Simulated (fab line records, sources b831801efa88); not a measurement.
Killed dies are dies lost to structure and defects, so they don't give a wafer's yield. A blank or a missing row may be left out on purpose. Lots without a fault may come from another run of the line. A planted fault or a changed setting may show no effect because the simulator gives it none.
Which tool did it? | flow gf180mcu | 12 lots, 36 wafers sampled, at 5 steps of a route of 602

WHAT THE GAUGES READ, wafer by wafer
GF_M5_CD_MEAS_07: target cd 280 nm.
lot  | measured     | on        | cd_nm (nm)
L996 | day 26 04:33 | cd_sem-02 | 280.3 279.6 280.1
L997 | day 26 14:08 | cd_sem-02 | 280.1 279.5 280.4
L998 | day 27 07:20 | cd_sem-02 | 278.7 278.2 278.8
L100 | day 27 12:31 | cd_sem-02 | 279.6 280.1 279.2
L999 | day 27 17:02 | cd_sem-01 | 279.2 279.4 279.0
L104 | day 28 17:43 | cd_sem-01 | 279.0 278.8 279.1
L105 | day 29 00:59 | cd_sem-01 | 280.0 279.9 278.7
L106 | day 29 11:43 | cd_sem-01 | 280.3 280.5 280.7
L107 | day 29 14:34 | cd_sem-02 | 276.4 278.8 277.8
L112 | day 31 04:52 | cd_sem-02 | 279.2 279.4 278.9
L117 | day 32 07:49 | cd_sem-02 | 279.3 280.2 279.6
L118 | day 32 13:40 | cd_sem-02 | 278.4 278.9 278.9

GF_V5_BOW_MEAS_05.
lot  | measured     | on            | V5_BOW (um)
L996 | day 26 05:58 | film_metro-01 | 133 137 140
L997 | day 26 15:54 | film_metro-02 | 125 126 113
L998 | day 27 08:48 | film_metro-02 | 127 131 132
L100 | day 27 13:58 | film_metro-01 | 144 139 140
L999 | day 27 18:28 | film_metro-02 | 136 136 136
L104 | day 28 19:13 | film_metro-03 | 156 140 143
L105 | day 29 02:24 | film_metro-01 | 135 139 133
L106 | day 29 13:17 | film_metro-01 | 131 127 117
L107 | day 29 16:02 | film_metro-02 | 133 125 137
L112 | day 31 06:19 | film_metro-02 | 135 129 122
L117 | day 32 09:15 | film_metro-01 | 124 111 115
L118 | day 32 15:08 | film_metro-03 | 132 134 124

WHICH TOOL RAN EACH LOT (tool, then ch and the chambers of the sampled wafers, then the start)
lot  | GF_M4_METAL_ETCH_16               | GF_MIM_SPUTTER_07            | GF_MIM_METAL_ETCH_19
L996 | rie_metal-04 ch 0,1, day 23 08:16 | pvd_sputter-04, day 24 09:31 | rie_metal-02 ch 0,1, day 25 07:24
L997 | rie_metal-03 ch 0,1, day 23 17:26 | pvd_sputter-01, day 24 18:40 | rie_metal-02 ch 0,1, day 25 16:32
L998 | rie_metal-01 ch 0,1, day 24 14:02 | pvd_sputter-01, day 25 14:31 | rie_metal-02 ch 0,1, day 26 10:40
L100 | rie_metal-04 ch 0,1, day 24 18:22 | pvd_sputter-02, day 25 18:56 | rie_metal-01 ch 1, day 26 16:01
L999 | rie_metal-03 ch 0,1, day 24 23:41 | pvd_sputter-04, day 25 23:43 | rie_metal-01 ch 0,1, day 26 19:56
L104 | rie_metal-01 ch 1, day 26 03:43   | pvd_sputter-04, day 27 03:07 | rie_metal-04 ch 0,1, day 27 22:11
L105 | rie_metal-04 ch 0,1, day 26 09:28 | pvd_sputter-02, day 27 08:46 | rie_metal-01 ch 0, day 28 04:53
L106 | rie_metal-01 ch 0,1, day 26 21:34 | pvd_sputter-04, day 27 20:45 | rie_metal-04 ch 0,1, day 28 15:58
L107 | rie_metal-04 ch 0,1, day 27 01:10 | pvd_sputter-01, day 27 23:33 | rie_metal-01 ch 0,1, day 28 18:58
L112 | rie_metal-04 ch 0,1, day 28 18:25 | pvd_sputter-02, day 29 16:40 | rie_metal-04 ch 0, day 30 10:52
L117 | rie_metal-03 ch 0,1, day 29 22:26 | pvd_sputter-02, day 30 20:02 | rie_metal-04 ch 0,1, day 31 13:47
L118 | rie_metal-03 ch 0,1, day 30 06:07 | pvd_sputter-01, day 31 03:43 | rie_metal-01 ch 0,1, day 31 20:50
- GF_M4_METAL_ETCH_16: etches the open film in Cl2/BCl3, stops on SiO2, target depth 750.8 nm, time 125.1 s.
- GF_MIM_SPUTTER_07: material TiN, target thk 60 nm, time 50 s.
- GF_MIM_METAL_ETCH_19: etches the open film in Cl2/BCl3, stops on Si3N4, target depth 324.5 nm, time 54.1 s.

WHAT THE TOOLS THEMSELVES READ (means of the sampled wafers that have a number; where no wafer has one, the mark that the record gives instead)
GF_M4_METAL_ETCH_16.
lot  | tool         | drypump_motor_current_A (A) | oes_product_au (a.u.) | throttle_valve_pct (%)
L996 | rie_metal-04 | 5.7                         | 0.985                 | 28.233
L997 | rie_metal-03 | 5.8                         | 0.999                 | 28.225
L998 | rie_metal-01 | 5.2                         | 0.988                 | 28.225
L100 | rie_metal-04 | 5.7                         | 0.991                 | 28.235
L999 | rie_metal-03 | 6.0                         | 0.993                 | 28.231
L104 | rie_metal-01 | 5.8                         | 0.984                 | 28.223
L105 | rie_metal-04 | 5.7                         | 0.994                 | 28.229
L106 | rie_metal-01 | 5.5                         | 0.995                 | 28.232
L107 | rie_metal-04 | 5.6                         | 0.993                 | 28.227
L112 | rie_metal-04 | 5.6                         | 0.991                 | 28.221
L117 | rie_metal-03 | 6.0                         | 0.992                 | 28.217
L118 | rie_metal-03 | 5.8                         | 0.985                 | 28.236

GF_MIM_SPUTTER_07.
lot  | tool           | throttle_valve_pct (%)
L996 | pvd_sputter-04 | 29.7
L997 | pvd_sputter-01 | 30.2
L998 | pvd_sputter-01 | 30.1
L100 | pvd_sputter-02 | 29.6
L999 | pvd_sputter-04 | 30.6
L104 | pvd_sputter-04 | 29.4
L105 | pvd_sputter-02 | 30.5
L106 | pvd_sputter-04 | 30.0
L107 | pvd_sputter-01 | 30.1
L112 | pvd_sputter-02 | 29.8
L117 | pvd_sputter-02 | 29.7
L118 | pvd_sputter-01 | 30.5

GF_MIM_METAL_ETCH_19.
lot  | tool         | drypump_motor_current_A (A) | oes_product_au (a.u.) | throttle_valve_pct (%)
L996 | rie_metal-02 | 6.4                         | 0.944                 | 28.279
L997 | rie_metal-02 | 6.4                         | 0.944                 | 28.277
L998 | rie_metal-02 | 6.4                         | 0.947                 | 28.279
L100 | rie_metal-01 | 5.8                         | 0.938                 | 28.293
L999 | rie_metal-01 | 5.3                         | 0.940                 | 28.290
L104 | rie_metal-04 | 5.6                         | 0.935                 | 28.285
L105 | rie_metal-01 | 4.9                         | 0.942                 | 28.279
L106 | rie_metal-04 | 5.6                         | 0.936                 | 28.277
L107 | rie_metal-01 | 5.5                         | 0.947                 | 28.268
L112 | rie_metal-04 | 5.5                         | 0.928                 | 28.300
L117 | rie_metal-04 | 5.6                         | 0.933                 | 28.304
L118 | rie_metal-01 | 5.5                         | 0.943                 | 28.284

THE ANSWER, worked out from the rows above alone
Rule: what is usual is taken from the lots themselves. Put in order of their means at a reading, lots are off if they are a third of the lots or fewer, leave a main group of 4 or more, and stand apart from it by a gap of 3 or more times the standard deviation of the main group's means; of several such gaps the widest counts. A main group whose means are all the same, to the digits that the tables above print for the reading, isn't used. A lot without any number at a reading at which 4 lots or more have one is off too. The other lots that the step has rows for count as sound. The gauges are gone through in route order, then the tools' own readings, and for those a lot's mean is taken as printed above. The first step at which some lot is off is used, and at that step the reading that is off furthest; a lot without a number counts as furthest.
No lot is off at any reading shown: from this, nothing can be told.

WHAT THE SIMULATOR HAD PUT IN
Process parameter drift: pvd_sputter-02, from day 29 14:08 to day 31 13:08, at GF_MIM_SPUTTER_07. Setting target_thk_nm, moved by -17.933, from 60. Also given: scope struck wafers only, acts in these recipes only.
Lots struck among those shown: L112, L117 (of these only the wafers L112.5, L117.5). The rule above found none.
